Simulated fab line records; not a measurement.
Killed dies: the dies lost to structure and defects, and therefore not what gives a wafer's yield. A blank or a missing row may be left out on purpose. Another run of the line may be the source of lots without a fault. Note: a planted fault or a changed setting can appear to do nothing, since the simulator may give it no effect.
fab line records / flow sky130
[record] lots = 5 wafers = 15 last_day = 50
route steps=708 shown METAL1@439
lots that met no fault: taken from a fault-free run of the same line
start_h: the number of hours between the record's first day and the start of the first shown wafer of the lot / wait_h: hours from the lot's prior step to this one / " unchanged from the row above / L1.1+2: a single row standing in for several wafers / - no value, or no start given / * or withheld: withheld / < > ~ a bound
route shown NAME@n: a module of which the file shows steps, and the number in the route of the first / usual: average and standard deviation across the fault-free wafers / same: alike in all rows / chamber/n: place in a boat / sites: per-site readings / _std_site: standard deviation of those values / _edge_site: mean of outer sites minus mean of inner sites / radius_mm: how far each site lies from the wafer's centre / mask NAME#n: copy n / behind: the most recent tool/chamber to have shaped the wafer / hold: the reason the lot was held/the length of the hold in hours/how it ended / device: transistor that didn't switch, given as n, p or np / end of line: the same wafers' tests at the end of the route / for a step that has no rows: nothing shown but its recipe / killed: count of dies lost to structure and defects at first sort (not the wafer's yield) / map: a wafer's dies, x killed, . not, _ none there
set.NAME: setting as actually run; set.NAME@STEP: the setting as run at that earlier step / model.NAME: the simulator's own value behind a step, which no gauge read
lots at some steps of the route; a table a step, a row a wafer
services: when a tool's chamber went out of use (start_h, in hours from the record's first day, below 0 if earlier), for how many hours, and the reason
[[steps]]
[step SKY_METAL1_RS_MEAS_05]
[recipe] thk_meas_gauge = four-point-probe reads = TiN_of_METAL1_SPUTTER_04+Ti_of_METAL1_SPUTTER_03+AlCu_of_METAL1_SPUTTER_02+TiN_of_METAL1_SPUTTER_01+Ti_of_METAL1_SPUTTER_00
[usual] METAL1_ALCU_RS = 0.1271/0.0012
lot.wafer=L077.3 tool=film_metro-04 chamber=- start_h=758.10 wait_h=0.1 METAL1_ALCU_RS[ohm/sq]=0.1265
lot.wafer=L077.5 tool=film_metro-04 chamber=- start_h=758.10 wait_h=0.1 METAL1_ALCU_RS[ohm/sq]=0.1273
lot.wafer=L077.6 tool=film_metro-04 chamber=- start_h=758.10 wait_h=0.1 METAL1_ALCU_RS[ohm/sq]=0.1272
lot.wafer=L088.2 tool=film_metro-01 chamber=- start_h=850.20 wait_h=0.0 METAL1_ALCU_RS[ohm/sq]=0.1276
lot.wafer=L088.3 tool=film_metro-01 chamber=- start_h=850.20 wait_h=0.0 METAL1_ALCU_RS[ohm/sq]=0.1274
lot.wafer=L088.6 tool=film_metro-01 chamber=- start_h=850.20 wait_h=0.0 METAL1_ALCU_RS[ohm/sq]=0.1285
lot.wafer=L089.2 tool=film_metro-01 chamber=- start_h=853.33 wait_h=0.0 METAL1_ALCU_RS[ohm/sq]=0.1264
lot.wafer=L089.3 tool=film_metro-01 chamber=- start_h=853.33 wait_h=0.0 METAL1_ALCU_RS[ohm/sq]=0.1275
lot.wafer=L089.4 tool=film_metro-01 chamber=- start_h=853.33 wait_h=0.0 METAL1_ALCU_RS[ohm/sq]=0.1263
lot.wafer=L093.1 tool=film_metro-04 chamber=- start_h=883.53 wait_h=0.0 METAL1_ALCU_RS[ohm/sq]=0.1272
lot.wafer=L093.4 tool=film_metro-04 chamber=- start_h=883.53 wait_h=0.0 METAL1_ALCU_RS[ohm/sq]=0.1287
lot.wafer=L093.6 tool=film_metro-04 chamber=- start_h=883.53 wait_h=0.0 METAL1_ALCU_RS[ohm/sq]=0.1294
lot.wafer=L095.2 tool=film_metro-03 chamber=- start_h=905.04 wait_h=0.0 METAL1_ALCU_RS[ohm/sq]=0.1291
lot.wafer=L095.3 tool=film_metro-03 chamber=- start_h=905.04 wait_h=0.0 METAL1_ALCU_RS[ohm/sq]=0.1288
lot.wafer=L095.6 tool=film_metro-03 chamber=- start_h=905.04 wait_h=0.0 METAL1_ALCU_RS[ohm/sq]=0.1282
[step SKY_METAL1_THK_MEAS_06]
[recipe] thk_meas_gauge = xrf reads = AlCu_of_METAL1_SPUTTER_02
[usual] METAL1_ALCU_THK = 251.8/2.6
lot.wafer=L077.3 tool=film_metro-04 chamber=- start_h=758.20 wait_h=0.1 METAL1_ALCU_THK[nm]=254.6
lot.wafer=L077.5 tool=film_metro-04 chamber=- start_h=758.20 wait_h=0.1 METAL1_ALCU_THK[nm]=254.5
lot.wafer=L077.6 tool=film_metro-04 chamber=- start_h=758.20 wait_h=0.1 METAL1_ALCU_THK[nm]=253.7
lot.wafer=L088.2 tool=film_metro-01 chamber=- start_h=850.31 wait_h=0.1 METAL1_ALCU_THK[nm]=250.4
lot.wafer=L088.3 tool=film_metro-01 chamber=- start_h=850.31 wait_h=0.1 METAL1_ALCU_THK[nm]=248.3
lot.wafer=L088.6 tool=film_metro-01 chamber=- start_h=850.31 wait_h=0.1 METAL1_ALCU_THK[nm]=247.7
lot.wafer=L089.2 tool=film_metro-01 chamber=- start_h=853.44 wait_h=0.1 METAL1_ALCU_THK[nm]=251.2
lot.wafer=L089.3 tool=film_metro-01 chamber=- start_h=853.44 wait_h=0.1 METAL1_ALCU_THK[nm]=250.8
lot.wafer=L089.4 tool=film_metro-01 chamber=- start_h=853.44 wait_h=0.1 METAL1_ALCU_THK[nm]=249.0
lot.wafer=L093.1 tool=film_metro-04 chamber=- start_h=883.65 wait_h=0.1 METAL1_ALCU_THK[nm]=252.9
lot.wafer=L093.4 tool=film_metro-04 chamber=- start_h=883.65 wait_h=0.1 METAL1_ALCU_THK[nm]=249.4
lot.wafer=L093.6 tool=film_metro-04 chamber=- start_h=883.65 wait_h=0.1 METAL1_ALCU_THK[nm]=248.4
lot.wafer=L095.2 tool=film_metro-03 chamber=- start_h=905.15 wait_h=0.1 METAL1_ALCU_THK[nm]=250.0
lot.wafer=L095.3 tool=film_metro-03 chamber=- start_h=905.15 wait_h=0.1 METAL1_ALCU_THK[nm]=247.3
lot.wafer=L095.6 tool=film_metro-03 chamber=- start_h=905.15 wait_h=0.1 METAL1_ALCU_THK[nm]=250.3
[step SKY_METAL1_DEHYDRATE_07]
[recipe] temp_c = 200 time_s = 60
[usual] exhaust_pa = 45.2/0.8
lot.wafer=L077.3 tool=litho_track-01 chamber=0 start_h=770.89 wait_h=12.7 exhaust_pa=47.4
lot.wafer=L077.5 tool=litho_track-01 chamber=0 start_h=770.89 wait_h=12.7 exhaust_pa=44.6
lot.wafer=L077.6 tool=litho_track-01 chamber=0 start_h=770.89 wait_h=12.7 exhaust_pa=46.0
lot.wafer=L088.2 tool=litho_track-04 chamber=0 start_h=862.14 wait_h=11.8 exhaust_pa=44.3
lot.wafer=L088.3 tool=litho_track-04 chamber=0 start_h=862.14 wait_h=11.8 exhaust_pa=46.6
lot.wafer=L088.6 tool=litho_track-04 chamber=0 start_h=862.14 wait_h=11.8 exhaust_pa=45.5
lot.wafer=L089.2 tool=litho_track-01 chamber=0 start_h=865.96 wait_h=12.5 exhaust_pa=45.1
lot.wafer=L089.3 tool=litho_track-01 chamber=0 start_h=865.96 wait_h=12.5 exhaust_pa=45.9
lot.wafer=L089.4 tool=litho_track-01 chamber=0 start_h=865.96 wait_h=12.5 exhaust_pa=45.9
lot.wafer=L093.1 tool=litho_track-03 chamber=0 start_h=895.95 wait_h=12.3 exhaust_pa=45.0
lot.wafer=L093.4 tool=litho_track-03 chamber=0 start_h=895.95 wait_h=12.3 exhaust_pa=44.4
lot.wafer=L093.6 tool=litho_track-03 chamber=0 start_h=895.95 wait_h=12.3 exhaust_pa=44.7
lot.wafer=L095.2 tool=litho_track-03 chamber=0 start_h=916.73 wait_h=11.6 exhaust_pa=43.4
lot.wafer=L095.3 tool=litho_track-03 chamber=0 start_h=916.73 wait_h=11.6 exhaust_pa=44.9
lot.wafer=L095.6 tool=litho_track-03 chamber=0 start_h=916.73 wait_h=11.6 exhaust_pa=44.9
[step SKY_METAL1_HMDS_08]
[recipe] prime_time_s = 60 prime_temp_c = 120
[usual] exhaust_pa = 45.1/0.82
lot.wafer=L077.3 tool=litho_track-01 chamber=0 start_h=771.04 wait_h=0.1 exhaust_pa=46.6
lot.wafer=L077.5 tool=litho_track-01 chamber=0 start_h=771.04 wait_h=0.1 exhaust_pa=46.4
lot.wafer=L077.6 tool=litho_track-01 chamber=0 start_h=771.04 wait_h=0.1 exhaust_pa=45.8
lot.wafer=L088.2 tool=litho_track-04 chamber=0 start_h=862.29 wait_h=0.1 exhaust_pa=46.0
lot.wafer=L088.3 tool=litho_track-04 chamber=0 start_h=862.29 wait_h=0.1 exhaust_pa=45.7
lot.wafer=L088.6 tool=litho_track-04 chamber=0 start_h=862.29 wait_h=0.1 exhaust_pa=45.8
lot.wafer=L089.2 tool=litho_track-01 chamber=0 start_h=866.11 wait_h=0.1 exhaust_pa=45.7
lot.wafer=L089.3 tool=litho_track-01 chamber=0 start_h=866.11 wait_h=0.1 exhaust_pa=44.9
lot.wafer=L089.4 tool=litho_track-01 chamber=0 start_h=866.11 wait_h=0.1 exhaust_pa=44.9
lot.wafer=L093.1 tool=litho_track-03 chamber=0 start_h=896.10 wait_h=0.1 exhaust_pa=45.3
lot.wafer=L093.4 tool=litho_track-03 chamber=0 start_h=896.10 wait_h=0.1 exhaust_pa=45.6
lot.wafer=L093.6 tool=litho_track-03 chamber=0 start_h=896.10 wait_h=0.1 exhaust_pa=44.4
lot.wafer=L095.2 tool=litho_track-03 chamber=0 start_h=916.88 wait_h=0.1 exhaust_pa=44.4
lot.wafer=L095.3 tool=litho_track-03 chamber=0 start_h=916.88 wait_h=0.1 exhaust_pa=44.5
lot.wafer=L095.6 tool=litho_track-03 chamber=0 start_h=916.88 wait_h=0.1 exhaust_pa=44.3
[step SKY_METAL1_COAT_09]
[recipe] resist = BARC temp_c = withheld time_s = withheld spin_rpm = 3000 resist_thk_nm = 60
[usual] exhaust_pa = 45.0/0.86
lot.wafer=L077.3 tool=litho_track-01 chamber=0 start_h=771.19 wait_h=0.1 exhaust_pa=46.2
lot.wafer=L077.5 tool=litho_track-01 chamber=0 start_h=771.19 wait_h=0.1 exhaust_pa=44.0
lot.wafer=L077.6 tool=litho_track-01 chamber=0 start_h=771.19 wait_h=0.1 exhaust_pa=44.4
lot.wafer=L088.2 tool=litho_track-04 chamber=0 start_h=862.44 wait_h=0.1 exhaust_pa=46.2
lot.wafer=L088.3 tool=litho_track-04 chamber=0 start_h=862.44 wait_h=0.1 exhaust_pa=45.6
lot.wafer=L088.6 tool=litho_track-04 chamber=0 start_h=862.44 wait_h=0.1 exhaust_pa=45.0
lot.wafer=L089.2 tool=litho_track-01 chamber=0 start_h=866.26 wait_h=0.1 exhaust_pa=44.1
lot.wafer=L089.3 tool=litho_track-01 chamber=0 start_h=866.26 wait_h=0.1 exhaust_pa=44.7
lot.wafer=L089.4 tool=litho_track-01 chamber=0 start_h=866.26 wait_h=0.1 exhaust_pa=43.9
lot.wafer=L093.1 tool=litho_track-03 chamber=0 start_h=896.25 wait_h=0.1 exhaust_pa=45.3
lot.wafer=L093.4 tool=litho_track-03 chamber=0 start_h=896.25 wait_h=0.1 exhaust_pa=44.2
lot.wafer=L093.6 tool=litho_track-03 chamber=0 start_h=896.25 wait_h=0.1 exhaust_pa=45.3
lot.wafer=L095.2 tool=litho_track-03 chamber=0 start_h=917.03 wait_h=0.1 exhaust_pa=44.4
lot.wafer=L095.3 tool=litho_track-03 chamber=0 start_h=917.03 wait_h=0.1 exhaust_pa=45.1
lot.wafer=L095.6 tool=litho_track-03 chamber=0 start_h=917.03 wait_h=0.1 exhaust_pa=44.3
[step SKY_METAL1_COAT_10]
[recipe] resist = KrF-thick spin_rpm = 3000 resist_thk_nm = 450
[usual] exhaust_pa = 45.1/0.85
lot.wafer=L077.3 tool=litho_track-01 chamber=0 start_h=- wait_h=- exhaust_pa=43.0
lot.wafer=L077.5 tool=litho_track-01 chamber=0 start_h=- wait_h=- exhaust_pa=43.9
lot.wafer=L077.6 tool=litho_track-01 chamber=0 start_h=- wait_h=- exhaust_pa=45.1
lot.wafer=L088.2 tool=litho_track-04 chamber=0 start_h=- wait_h=- exhaust_pa=44.5
lot.wafer=L088.3 tool=litho_track-04 chamber=0 start_h=- wait_h=- exhaust_pa=45.0
lot.wafer=L088.6 tool=litho_track-04 chamber=0 start_h=- wait_h=- exhaust_pa=44.7
lot.wafer=L089.2 tool=litho_track-01 chamber=0 start_h=- wait_h=- exhaust_pa=44.1
lot.wafer=L089.3 tool=litho_track-01 chamber=0 start_h=- wait_h=- exhaust_pa=44.1
lot.wafer=L089.4 tool=litho_track-01 chamber=0 start_h=- wait_h=- exhaust_pa=44.1
lot.wafer=L093.1 tool=litho_track-03 chamber=0 start_h=- wait_h=- exhaust_pa=42.3
lot.wafer=L093.4 tool=litho_track-03 chamber=0 start_h=- wait_h=- exhaust_pa=44.2
lot.wafer=L093.6 tool=litho_track-03 chamber=0 start_h=- wait_h=- exhaust_pa=44.3
lot.wafer=L095.2 tool=litho_track-03 chamber=0 start_h=- wait_h=- exhaust_pa=45.5
lot.wafer=L095.3 tool=litho_track-03 chamber=0 start_h=- wait_h=- exhaust_pa=45.4
lot.wafer=L095.6 tool=litho_track-03 chamber=0 start_h=- wait_h=- exhaust_pa=45.6
[step SKY_METAL1_SOFTBAKE_11]
[recipe] temp_c = 100 time_s = 90 resist = KrF-thick
[usual] exhaust_pa = 44.9/0.8
lot.wafer=L077.3 tool=litho_track-01 chamber=0 start_h=- wait_h=- exhaust_pa=44.6
lot.wafer=L077.5 tool=litho_track-01 chamber=0 start_h=- wait_h=- exhaust_pa=42.6
lot.wafer=L077.6 tool=litho_track-01 chamber=0 start_h=- wait_h=- exhaust_pa=44.5
lot.wafer=L088.2 tool=litho_track-04 chamber=0 start_h=- wait_h=- exhaust_pa=45.3
lot.wafer=L088.3 tool=litho_track-04 chamber=0 start_h=- wait_h=- exhaust_pa=44.0
lot.wafer=L088.6 tool=litho_track-04 chamber=0 start_h=- wait_h=- exhaust_pa=44.0
lot.wafer=L089.2 tool=litho_track-01 chamber=0 start_h=- wait_h=- exhaust_pa=45.0
lot.wafer=L089.3 tool=litho_track-01 chamber=0 start_h=- wait_h=- exhaust_pa=44.7
lot.wafer=L089.4 tool=litho_track-01 chamber=0 start_h=- wait_h=- exhaust_pa=44.3
lot.wafer=L093.1 tool=litho_track-03 chamber=0 start_h=- wait_h=- exhaust_pa=45.5
lot.wafer=L093.4 tool=litho_track-03 chamber=0 start_h=- wait_h=- exhaust_pa=45.6
lot.wafer=L093.6 tool=litho_track-03 chamber=0 start_h=- wait_h=- exhaust_pa=47.8
lot.wafer=L095.2 tool=litho_track-03 chamber=0 start_h=- wait_h=- exhaust_pa=43.8
lot.wafer=L095.3 tool=litho_track-03 chamber=0 start_h=- wait_h=- exhaust_pa=44.1
lot.wafer=L095.6 tool=litho_track-03 chamber=0 start_h=- wait_h=- exhaust_pa=44.6
[step SKY_METAL1_EXPOSE_12]
[recipe] mask_id = MM1 na = 0.8 source_shape = annular sigma_inner = 0.55 sigma_outer = 0.85 target_cd_nm = 140 dose_mj = 28
[usual] stage_vel_mm_s = 500.05/0.22
[same] sigma_inner = 0.55
lot.wafer=L077.3 tool=krf_scanner-02 chamber=0 start_h=- wait_h=- mask=MM1#0 stage_vel_mm_s=500.15
lot.wafer=L077.5 tool=krf_scanner-02 chamber=0 start_h=- wait_h=- mask=MM1#0 stage_vel_mm_s=500.25
lot.wafer=L077.6 tool=krf_scanner-02 chamber=0 start_h=- wait_h=- mask=MM1#0 stage_vel_mm_s=500.25
lot.wafer=L088.2 tool=krf_scanner-02 chamber=0 start_h=- wait_h=- mask=MM1#0 stage_vel_mm_s=500.18
lot.wafer=L088.3 tool=krf_scanner-02 chamber=0 start_h=- wait_h=- mask=MM1#0 stage_vel_mm_s=499.93
lot.wafer=L088.6 tool=krf_scanner-02 chamber=0 start_h=- wait_h=- mask=MM1#0 stage_vel_mm_s=499.74
lot.wafer=L089.2 tool=krf_scanner-01 chamber=0 start_h=- wait_h=- mask=MM1#0 stage_vel_mm_s=500.22
lot.wafer=L089.3 tool=krf_scanner-01 chamber=0 start_h=- wait_h=- mask=MM1#0 stage_vel_mm_s=500.44
lot.wafer=L089.4 tool=krf_scanner-01 chamber=0 start_h=- wait_h=- mask=MM1#0 stage_vel_mm_s=500.30
lot.wafer=L093.1 tool=krf_scanner-01 chamber=0 start_h=- wait_h=- mask=MM1#0 stage_vel_mm_s=500.06
lot.wafer=L093.4 tool=krf_scanner-01 chamber=0 start_h=- wait_h=- mask=MM1#0 stage_vel_mm_s=500.28
lot.wafer=L093.6 tool=krf_scanner-01 chamber=0 start_h=- wait_h=- mask=MM1#0 stage_vel_mm_s=500.46
lot.wafer=L095.2 tool=krf_scanner-02 chamber=0 start_h=- wait_h=- mask=MM1#0 stage_vel_mm_s=499.89
lot.wafer=L095.3 tool=krf_scanner-02 chamber=0 start_h=- wait_h=- mask=MM1#0 stage_vel_mm_s=500.31
lot.wafer=L095.6 tool=krf_scanner-02 chamber=0 start_h=- wait_h=- mask=MM1#0 stage_vel_mm_s=499.99
[step SKY_METAL1_PEB_13]
[recipe] peb_temp_c = withheld peb_time_s = withheld resist = KrF-thick
[usual] exhaust_pa = 45.0/0.97
lot.wafer=L077.3 tool=litho_track-04 chamber=0 start_h=- wait_h=- exhaust_pa=44.0
lot.wafer=L077.5 tool=litho_track-04 chamber=0 start_h=- wait_h=- exhaust_pa=45.6
lot.wafer=L077.6 tool=litho_track-04 chamber=0 start_h=- wait_h=- exhaust_pa=44.8
lot.wafer=L088.2 tool=litho_track-04 chamber=0 start_h=- wait_h=- exhaust_pa=45.2
lot.wafer=L088.3 tool=litho_track-04 chamber=0 start_h=- wait_h=- exhaust_pa=45.8
lot.wafer=L088.6 tool=litho_track-04 chamber=0 start_h=- wait_h=- exhaust_pa=44.5
lot.wafer=L089.2 tool=litho_track-04 chamber=0 start_h=- wait_h=- exhaust_pa=45.3
lot.wafer=L089.3 tool=litho_track-04 chamber=0 start_h=- wait_h=- exhaust_pa=46.3
lot.wafer=L089.4 tool=litho_track-04 chamber=0 start_h=- wait_h=- exhaust_pa=45.3
lot.wafer=L093.1 tool=litho_track-01 chamber=0 start_h=- wait_h=- exhaust_pa=44.4
lot.wafer=L093.4 tool=litho_track-01 chamber=0 start_h=- wait_h=- exhaust_pa=43.2
lot.wafer=L093.6 tool=litho_track-01 chamber=0 start_h=- wait_h=- exhaust_pa=45.0
lot.wafer=L095.2 tool=litho_track-01 chamber=0 start_h=- wait_h=- exhaust_pa=45.9
lot.wafer=L095.3 tool=litho_track-01 chamber=0 start_h=- wait_h=- exhaust_pa=45.9
lot.wafer=L095.6 tool=litho_track-01 chamber=0 start_h=- wait_h=- exhaust_pa=45.6
[step SKY_METAL1_DEVELOP_14]
[recipe] develop_time_s = 60 resist = KrF-thick dev_temp_c = 21
[usual] exhaust_pa = 45.1/0.83
lot.wafer=L077.3 tool=litho_track-04 chamber=0 start_h=- wait_h=- exhaust_pa=45.4
lot.wafer=L077.5 tool=litho_track-04 chamber=0 start_h=- wait_h=- exhaust_pa=44.9
lot.wafer=L077.6 tool=litho_track-04 chamber=0 start_h=- wait_h=- exhaust_pa=44.6
lot.wafer=L088.2 tool=litho_track-04 chamber=0 start_h=- wait_h=- exhaust_pa=45.9
lot.wafer=L088.3 tool=litho_track-04 chamber=0 start_h=- wait_h=- exhaust_pa=45.8
lot.wafer=L088.6 tool=litho_track-04 chamber=0 start_h=- wait_h=- exhaust_pa=45.1
lot.wafer=L089.2 tool=litho_track-04 chamber=0 start_h=- wait_h=- exhaust_pa=44.5
lot.wafer=L089.3 tool=litho_track-04 chamber=0 start_h=- wait_h=- exhaust_pa=46.7
lot.wafer=L089.4 tool=litho_track-04 chamber=0 start_h=- wait_h=- exhaust_pa=46.3
lot.wafer=L093.1 tool=litho_track-01 chamber=0 start_h=- wait_h=- exhaust_pa=45.2
lot.wafer=L093.4 tool=litho_track-01 chamber=0 start_h=- wait_h=- exhaust_pa=45.1
lot.wafer=L093.6 tool=litho_track-01 chamber=0 start_h=- wait_h=- exhaust_pa=45.8
lot.wafer=L095.2 tool=litho_track-01 chamber=0 start_h=- wait_h=- exhaust_pa=46.2
lot.wafer=L095.3 tool=litho_track-01 chamber=0 start_h=- wait_h=- exhaust_pa=46.8
lot.wafer=L095.6 tool=litho_track-01 chamber=0 start_h=- wait_h=- exhaust_pa=46.8
[step SKY_METAL1_CD_MEAS_15]
[recipe] target_cd_nm = 140
[usual] cd_nm = 139.4/1.3
lot.wafer=L077.3 tool=cd_sem-02 chamber=- start_h=785.10 wait_h=- cd_nm=138.7
lot.wafer=L077.5 tool=cd_sem-02 chamber=- start_h=785.10 wait_h=- cd_nm=138.9
lot.wafer=L077.6 tool=cd_sem-02 chamber=- start_h=785.10 wait_h=- cd_nm=139.4
lot.wafer=L088.2 tool=cd_sem-02 chamber=- start_h=876.18 wait_h=- cd_nm=140.2
lot.wafer=L088.3 tool=cd_sem-02 chamber=- start_h=876.18 wait_h=- cd_nm=139.1
lot.wafer=L088.6 tool=cd_sem-02 chamber=- start_h=876.18 wait_h=- cd_nm=137.7
lot.wafer=L089.2 tool=cd_sem-02 chamber=- start_h=879.48 wait_h=- cd_nm=138.7
lot.wafer=L089.3 tool=cd_sem-02 chamber=- start_h=879.48 wait_h=- cd_nm=140.4
lot.wafer=L089.4 tool=cd_sem-02 chamber=- start_h=879.48 wait_h=- cd_nm=139.9
lot.wafer=L093.1 tool=cd_sem-02 chamber=- start_h=908.59 wait_h=- cd_nm=137.4
lot.wafer=L093.4 tool=cd_sem-02 chamber=- start_h=908.59 wait_h=- cd_nm=138.6
lot.wafer=L093.6 tool=cd_sem-02 chamber=- start_h=908.59 wait_h=- cd_nm=136.8
lot.wafer=L095.2 tool=cd_sem-01 chamber=- start_h=930.01 wait_h=- cd_nm=138.2
lot.wafer=L095.3 tool=cd_sem-01 chamber=- start_h=930.01 wait_h=- cd_nm=138.6
lot.wafer=L095.6 tool=cd_sem-01 chamber=- start_h=930.01 wait_h=- cd_nm=135.1
[step SKY_METAL1_OVL_MEAS_16]
[usual] METAL1_OVL = 2/4.9
lot.wafer=L077.3 tool=overlay-01 chamber=- start_h=785.19 wait_h=0.1 METAL1_OVL[nm]=6
lot.wafer=L077.5 tool=overlay-01 chamber=- start_h=785.19 wait_h=0.1 METAL1_OVL[nm]=5
lot.wafer=L077.6 tool=overlay-01 chamber=- start_h=785.19 wait_h=0.1 METAL1_OVL[nm]=8
lot.wafer=L088.2 tool=overlay-02 chamber=- start_h=876.29 wait_h=0.1 METAL1_OVL[nm]=1
lot.wafer=L088.3 tool=overlay-02 chamber=- start_h=876.29 wait_h=0.1 METAL1_OVL[nm]=0
lot.wafer=L088.6 tool=overlay-02 chamber=- start_h=876.29 wait_h=0.1 METAL1_OVL[nm]=-5
lot.wafer=L089.2 tool=overlay-01 chamber=- start_h=879.59 wait_h=0.1 METAL1_OVL[nm]=11
lot.wafer=L089.3 tool=overlay-01 chamber=- start_h=879.59 wait_h=0.1 METAL1_OVL[nm]=6
lot.wafer=L089.4 tool=overlay-01 chamber=- start_h=879.59 wait_h=0.1 METAL1_OVL[nm]=8
lot.wafer=L093.1 tool=overlay-02 chamber=- start_h=908.71 wait_h=0.1 METAL1_OVL[nm]=-2
lot.wafer=L093.4 tool=overlay-02 chamber=- start_h=908.71 wait_h=0.1 METAL1_OVL[nm]=-3
lot.wafer=L093.6 tool=overlay-02 chamber=- start_h=908.71 wait_h=0.1 METAL1_OVL[nm]=-3
lot.wafer=L095.2 tool=overlay-01 chamber=- start_h=930.11 wait_h=0.1 METAL1_OVL[nm]=-1
lot.wafer=L095.3 tool=overlay-01 chamber=- start_h=930.11 wait_h=0.1 METAL1_OVL[nm]=-3
lot.wafer=L095.6 tool=overlay-01 chamber=- start_h=930.11 wait_h=0.1 METAL1_OVL[nm]=1
[step SKY_METAL1_DESCUM_17]
[recipe] chemistry = O2 source_power_w = 150 bias_power_w = 0 pressure_mtorr = 10 temp_c = 40 time_s = 8
[usual] drypump_motor_current_A = 5.8/0.39 oes_product_au = 1.000/0.0076
lot.wafer=L077.3 tool=rie_metal-02 chamber=1 start_h=785.23 wait_h=0.0 drypump_motor_current_A=5.3 oes_product_au=1.002 rf_hours_counter_h=-
lot.wafer=L077.5 tool=rie_metal-02 chamber=0 start_h=785.23 wait_h=0.0 drypump_motor_current_A=5.9 oes_product_au=0.994 rf_hours_counter_h=-
lot.wafer=L077.6 tool=rie_metal-02 chamber=1 start_h=785.23 wait_h=0.0 drypump_motor_current_A=5.3 oes_product_au=1.000 rf_hours_counter_h=-
lot.wafer=L088.2 tool=rie_metal-02 chamber=1 start_h=876.32 wait_h=0.0 drypump_motor_current_A=5.3 oes_product_au=1.005 rf_hours_counter_h=10
lot.wafer=L088.3 tool=rie_metal-02 chamber=0 start_h=876.32 wait_h=0.0 drypump_motor_current_A=5.9 oes_product_au=1.003 rf_hours_counter_h=-
lot.wafer=L088.6 tool=rie_metal-02 chamber=1 start_h=876.32 wait_h=0.0 drypump_motor_current_A=5.2 oes_product_au=1.005 rf_hours_counter_h=-
lot.wafer=L089.2 tool=rie_metal-02 chamber=0 start_h=879.62 wait_h=0.0 drypump_motor_current_A=5.9 oes_product_au=1.005 rf_hours_counter_h=2
lot.wafer=L089.3 tool=rie_metal-02 chamber=1 start_h=879.62 wait_h=0.0 drypump_motor_current_A=5.3 oes_product_au=0.983 rf_hours_counter_h=-
lot.wafer=L089.4 tool=rie_metal-02 chamber=0 start_h=879.62 wait_h=0.0 drypump_motor_current_A=5.9 oes_product_au=1.014 rf_hours_counter_h=-
lot.wafer=L093.1 tool=rie_metal-02 chamber=1 start_h=908.74 wait_h=0.0 drypump_motor_current_A=5.3 oes_product_au=1.009 rf_hours_counter_h=11
lot.wafer=L093.4 tool=rie_metal-02 chamber=1 start_h=908.74 wait_h=0.0 drypump_motor_current_A=5.3 oes_product_au=1.002 rf_hours_counter_h=-
lot.wafer=L093.6 tool=rie_metal-02 chamber=1 start_h=908.74 wait_h=0.0 drypump_motor_current_A=5.3 oes_product_au=1.003 rf_hours_counter_h=-
lot.wafer=L095.2 tool=rie_metal-01 chamber=1 start_h=930.14 wait_h=0.0 drypump_motor_current_A=6.7 oes_product_au=1.004 rf_hours_counter_h=12
lot.wafer=L095.3 tool=rie_metal-01 chamber=0 start_h=930.14 wait_h=0.0 drypump_motor_current_A=5.9 oes_product_au=1.003 rf_hours_counter_h=-
lot.wafer=L095.6 tool=rie_metal-01 chamber=1 start_h=930.14 wait_h=0.0 drypump_motor_current_A=6.7 oes_product_au=0.997 rf_hours_counter_h=-
[[services]]
tool=krf_scanner-02 chamber=- start_h=776.55 hours=1.2 kind=repair
tool=krf_scanner-01 chamber=0 start_h=784.06 hours=- kind=calibration
tool=krf_scanner-01 chamber=- start_h=792.20 hours=4.4 kind=pm
tool=rie_metal-01 chamber=0 start_h=795.18 hours=- kind=clean
tool=rie_metal-01 chamber=0 start_h=795.18 hours=16.7 kind=scheduled_down
tool=rie_metal-01 chamber=0 start_h=795.18 hours=16.7 kind=vent_cycle
tool=rie_metal-02 chamber=0 start_h=795.74 hours=- kind=clean
tool=rie_metal-02 chamber=0 start_h=795.74 hours=28.2 kind=scheduled_down
tool=rie_metal-02 chamber=0 start_h=795.74 hours=28.2 kind=vent_cycle
tool=krf_scanner-01 chamber=- start_h=796.57 hours=1.3 kind=pm
tool=krf_scanner-01 chamber=- start_h=813.53 hours=1.3 kind=repair
tool=krf_scanner-02 chamber=- start_h=816.12 hours=1.0 kind=pm
tool=krf_scanner-01 chamber=- start_h=830.63 hours=0.8 kind=pm
tool=krf_scanner-01 chamber=- start_h=831.65 hours=3.3 kind=repair
tool=litho_track-01 chamber=- start_h=834.17 hours=- kind=consumable_replace:filter
tool=krf_scanner-02 chamber=- start_h=845.40 hours=0.7 kind=repair
tool=krf_scanner-02 chamber=- start_h=855.60 hours=4.4 kind=pm
tool=krf_scanner-02 chamber=- start_h=886.66 hours=8.8 kind=repair
tool=krf_scanner-02 chamber=0 start_h=888.66 hours=- kind=calibration
tool=krf_scanner-02 chamber=- start_h=895.51 hours=1.3 kind=pm
tool=krf_scanner-02 chamber=- start_h=897.05 hours=0.8 kind=pm
tool=krf_scanner-01 chamber=- start_h=905.45 hours=1.0 kind=pm
tool=rie_metal-01 chamber=- start_h=907.50 hours=1.4 kind=pm
tool=krf_scanner-02 chamber=- start_h=915.06 hours=2.4 kind=repair
[[key]]
fault none
